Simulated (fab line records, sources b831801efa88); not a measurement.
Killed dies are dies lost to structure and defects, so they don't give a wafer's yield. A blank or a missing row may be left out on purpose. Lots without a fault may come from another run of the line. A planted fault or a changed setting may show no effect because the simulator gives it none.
Which tool did it? | flow sky130 | 12 lots, 36 wafers sampled, at 4 steps of a route of 708

WHAT THE GAUGES READ, wafer by wafer
SKY_VIA3_CD_MEAS_12: target cd 200 nm. Usual: cd_nm 199.7 nm, standard deviation 1.4.
lot  | measured     | on        | cd_nm (nm)        | flag
L880 | day 39 05:01 | cd_sem-02 | 198.8 198.3 198.5 |
L883 | day 40 03:23 | cd_sem-02 | 202.0 201.7 201.6 |
L884 | day 40 07:53 | cd_sem-02 | 199.5 197.6 198.1 |
L885 | day 41 04:31 | cd_sem-01 | 200.0 198.2 200.2 |
L886 | day 41 09:08 | cd_sem-01 | 202.9 202.4 201.9 |
L890 | day 42 16:13 | cd_sem-02 | 199.2 199.4 200.5 |
L892 | day 42 21:20 | cd_sem-01 | 198.8 197.9 198.8 |
L891 | day 43 00:16 | cd_sem-02 | 200.6 197.6 199.2 |
L894 | day 43 18:22 | cd_sem-01 | 199.8 199.6 199.7 |
L895 | day 43 19:40 | cd_sem-02 | 197.8 198.9 198.0 |
L897 | day 44 06:49 | cd_sem-01 | 200.4 200.3 201.2 |
L899 | day 46 07:37 | cd_sem-02 | 198.8 198.7 200.1 |

SKY_PASSIVATION_THK_MEAS_01. Usual: PASSIVATION_CVD_00_THK 90.0 nm, standard deviation 1.2.
lot  | measured     | on            | PASSIVATION_CVD_00_THK (nm) | flag
L880 | day 43 11:55 | film_metro-02 | 90.3 91.1 92.5              |
L883 | day 44 07:24 | film_metro-04 | 89.7 89.8 90.3              |
L884 | day 44 13:34 | film_metro-02 | 90.4 89.3 90.2              |
L885 | day 45 06:35 | film_metro-01 | 89.3 90.6 90.0              |
L886 | day 45 09:46 | film_metro-01 | 89.1 89.9 91.1              |
L890 | day 46 13:06 | film_metro-02 | 90.1 90.1 91.3              |
L892 | day 46 17:32 | film_metro-01 | 88.9 88.9 90.3              |
L891 | day 46 18:47 | film_metro-01 | 89.1 91.0 90.7              |
L894 | day 47 11:13 | film_metro-02 | 87.8 89.8 89.9              |
L895 | day 47 13:04 | film_metro-02 | 90.9 90.8 88.9              |
L897 | day 47 22:50 | film_metro-01 | 88.6 89.3 90.6              |
L899 | day 49 16:56 | film_metro-02 | 88.8 90.7 90.0              |

WHICH TOOL RAN EACH LOT (tool, then ch and the chambers of the sampled wafers, then the start)
lot  | SKY_VIA1_SPUTTER_20          | SKY_VIA4_SPUTTER_17
L880 | pvd_sputter-03, day 33 12:28 | pvd_sputter-03, day 42 10:47
L883 | pvd_sputter-02, day 34 11:00 | pvd_sputter-04, day 43 07:27
L884 | pvd_sputter-03, day 34 17:44 | pvd_sputter-04, day 43 12:44
L885 | pvd_sputter-04, day 35 13:11 | pvd_sputter-04, day 44 07:30
L886 | pvd_sputter-04, day 35 20:23 | pvd_sputter-02, day 44 11:00
L890 | pvd_sputter-03, day 37 05:53 | pvd_sputter-03, day 45 14:58
L892 | pvd_sputter-02, day 37 12:37 | pvd_sputter-04, day 45 20:02
L891 | pvd_sputter-03, day 37 14:54 | pvd_sputter-03, day 45 20:59
L894 | pvd_sputter-03, day 38 10:38 | pvd_sputter-03, day 46 13:53
L895 | pvd_sputter-02, day 38 12:14 | pvd_sputter-02, day 46 15:35
L897 | pvd_sputter-03, day 39 02:32 | pvd_sputter-03, day 47 01:44
L899 | pvd_sputter-04, day 41 09:38 | pvd_sputter-04, day 48 22:04
- SKY_VIA1_SPUTTER_20: material TiN, target thk 20 nm, time 80 s.
- SKY_VIA4_SPUTTER_17: material TiN, target thk 20 nm, time 80 s.

WHAT THE TOOLS THEMSELVES READ (means of the sampled wafers that have a number; where no wafer has one, the mark that the record gives instead)
SKY_VIA1_SPUTTER_20. Usual: throttle_valve_pct 30.2 %, standard deviation 1.2.
lot  | tool           | throttle_valve_pct (%) | flag
L880 | pvd_sputter-03 | 29.7                   |
L883 | pvd_sputter-02 | 29.7                   |
L884 | pvd_sputter-03 | 29.8                   |
L885 | pvd_sputter-04 | 31.4                   |
L886 | pvd_sputter-04 | 29.4                   |
L890 | pvd_sputter-03 | 31.0                   |
L892 | pvd_sputter-02 | 30.1                   |
L891 | pvd_sputter-03 | 29.6                   |
L894 | pvd_sputter-03 | 30.3                   |
L895 | pvd_sputter-02 | 30.3                   |
L897 | pvd_sputter-03 | 29.8                   |
L899 | pvd_sputter-04 | 30.4                   |

SKY_VIA4_SPUTTER_17. Usual: throttle_valve_pct 30.4 %, standard deviation 1.2.
lot  | tool           | throttle_valve_pct (%) | flag
L880 | pvd_sputter-03 | 31.3                   |
L883 | pvd_sputter-04 | 30.8                   |
L884 | pvd_sputter-04 | 30.1                   |
L885 | pvd_sputter-04 | 30.7                   |
L886 | pvd_sputter-02 | 29.7                   |
L890 | pvd_sputter-03 | 30.4                   |
L892 | pvd_sputter-04 | 29.6                   |
L891 | pvd_sputter-03 | 30.9                   |
L894 | pvd_sputter-03 | 30.1                   |
L895 | pvd_sputter-02 | 28.7                   |
L897 | pvd_sputter-03 | 30.1                   |
L899 | pvd_sputter-04 | 31.4                   |

THE ANSWER, worked out from the rows above alone
Rule: a lot is off if the mean of its wafers that have a number lies more than 3 standard deviations from the usual mean. A lot without any number at a reading at which 4 lots or more have one is off too. The other lots that the step has rows for count as sound. The gauges are gone through in route order, then the tools' own readings, and for those a lot's mean is taken as printed above. The first step at which some lot is off is used, and at that step the reading that is off furthest; a lot without a number counts as furthest.
No lot is off at any reading shown: from this, nothing can be told.

WHAT THE SIMULATOR HAD PUT IN
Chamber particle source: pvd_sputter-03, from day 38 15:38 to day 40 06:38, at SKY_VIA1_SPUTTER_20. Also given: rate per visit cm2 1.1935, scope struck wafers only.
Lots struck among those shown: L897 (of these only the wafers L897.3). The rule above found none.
